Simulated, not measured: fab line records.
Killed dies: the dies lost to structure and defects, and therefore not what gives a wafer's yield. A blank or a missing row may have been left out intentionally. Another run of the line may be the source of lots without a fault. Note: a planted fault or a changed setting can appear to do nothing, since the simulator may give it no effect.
Comparing a struck lot with a sound one + flow sfq-line + 14 out of 325 route steps
Sound: these wafers, L144.1, L144.2, L144.5. Struck: wafers L143.2, L143.4, L143.6. The cause is named last.
Per side, at each step with rows, come the tool, then ch with its chambers, and then its first start. Under that, the readings that differ: sound wafers + struck wafers + difference of the means + sigmas: that difference in standard deviations of wafers without a fault.
alike: readings with means less than 2 such deviations apart, plus words and numbers identical on both sides. not compared: withheld readings, readings lacking a value on some wafer, bounds such as >300 that could conceal the same value, and numbers that have no deviation in the record and whose values overlap.
Wherever a step has rows on one side only, a row that says differs or no value, or a row with sigmas, the two part there. Numbers that don't overlap but have no deviation are shown without sigmas and don't part them. A reading that every wafer of one side lacks parts them only if that side has two wafers or more.

first, 1 step without rows for these wafers: SFQ_TRILAYER_M1_STRIP_SOLV_CLEAN_044 (cleans in NMP, time 600 s).
SFQ_TRILAYER_I1_DEP_PECVD_045: deposits SiO2 from SiH4/N2O, time 111.11 s, target thk 500 nm.
  sound on pecvd-04 ch 0,2, day 30 01:08; struck on pecvd-01 ch 0,1, day 29 19:10
  alike: heater-power-w, throttle-valve-pct
SFQ_TRILAYER_I1_CMP_CMP_046: polishes SiO2.
  sound on cmp-01 ch 0,1, day 30 14:23; struck on cmp-01 ch 0,1,3, day 30 04:53
  alike: motor-current-A, time-to-endpoint-s
SFQ_I1_BOW_MEAS_912:
  sound on film-metro-04 at day 30 16:53; struck on film-metro-04 at day 30 07:54
  alike: I1_BOW
SFQ_TRILAYER_I1_METRO_MEASURE_047:
  sound on film-metro-04 at day 30 17:00; struck on film-metro-04 at day 30 08:12
  alike: thk-nm
then, 6 steps without rows for these wafers: SFQ_TRILAYER_I1_VIA_LITHO_COAT_054 (resist thk 62 nm); SFQ_TRILAYER_I1_VIA_LITHO_COAT_049 (resist thk 650 nm); SFQ_TRILAYER_I1_VIA_LITHO_SOFTBAKE_053; SFQ_TRILAYER_I1_VIA_LITHO_EXPOSE_050 (exposes mask I1, target cd 500 nm); SFQ_TRILAYER_I1_VIA_LITHO_PEB_052 (peb time 60 s); SFQ_TRILAYER_I1_VIA_LITHO_DEVELOP_051 (time 60 s).
-- the record jumps here: 6 days lie between the struck wafers' starts before and after --
SFQ_I1_OVL_MEAS_913:
  sound on overlay-02 at day 37 04:17; struck on overlay-02 at day 36 19:53
  alike: I1_OVL
SFQ_TRILAYER_I1_VIA_BARC_OPEN_VIA_ETCH_071: etches BARC in O2, target depth 125 nm, time 41.7 s.
  sound on rie-diel-04 ch 0,1, day 37 04:19; struck on rie-diel-03 ch 1,2, day 36 19:55
  alike: drypump-motor-current-A, oes-product-au
  not compared: rf-hours-counter-h, model.KrF_of_TRILAYER_I1_VIA_LITHO_COAT_049.thk-nm
SFQ_TRILAYER_I1_VIA_ETCH_VIA_ETCH_052: etches SiO2 in CHF3, stops on Nb, target depth 260 nm.
  sound on rie-diel-04 ch 0,1, day 37 04:22; struck on rie-diel-03 ch 1,2, day 36 19:58
  alike: drypump-motor-current-A, oes-product-au

== WHERE THEY PART ==
Nowhere in this record.

WHY: what had been put in by the simulator
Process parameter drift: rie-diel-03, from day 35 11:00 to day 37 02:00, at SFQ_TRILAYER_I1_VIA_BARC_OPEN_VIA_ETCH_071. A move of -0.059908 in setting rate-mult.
